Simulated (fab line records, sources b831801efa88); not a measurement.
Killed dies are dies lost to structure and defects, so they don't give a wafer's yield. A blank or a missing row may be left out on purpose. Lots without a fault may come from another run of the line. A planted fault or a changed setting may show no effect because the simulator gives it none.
Chamber matching | flow gf180mcu | GF_V3_CMP_26 on cmp-02: 4 sister chambers
The step polishes, stops on SiO2, t overpolish 15 s, target thk 0 nm. 4 wafers are shown with their chamber, then 8 later ones without.

WAFERS WITH THEIR CHAMBER
wafer  | chamber | motor_current_A (A)
L740.1 | 3       | 8.9
L753.4 | 2       | 12.2
L753.5 | 0       | 11.4
L754.1 | 1       | 10.5

WAFERS WITHOUT THEIR CHAMBER
wafer  | motor_current_A (A)
L754.4 | 12.6
L754.5 | 12.0
L755.2 | 10.9
L755.4 | 10.4
L755.5 | 10.5
L757.1 | 9.2
L757.5 | 11.9
L757.6 | 9.2

WHICH CHAMBER EACH WENT THROUGH
wafer  | from the rows above     | in truth
L754.4 | 2                       | 2
L754.5 | can't be placed: 2 or 0 | 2
L755.2 | can't be placed: 1 or 0 | 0
L755.4 | 1                       | 1
L755.5 | 1                       | 1
L757.1 | 3                       | 3
L757.5 | can't be placed: 2 or 0 | 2
L757.6 | 3                       | 3
Placed correctly: 5 of 8. Can't be placed from these rows: 3 (the true chamber is among the candidates in 3). Placed wrongly: 0.
How it was worked out, from the rows above alone: a wafer's distance from a chamber is the root of the sum, over the readings, of the square of ((its reading less the chamber's mean) divided by the reading's scatter). The wafer belongs to the nearest chamber; if the next one is less than 2 further off, it can't be placed. A chamber's mean is the mean of its shown wafers. The scatter: with one shown wafer a chamber, the root of the mean of the squares of how far each hidden wafer lies from its nearest shown one.
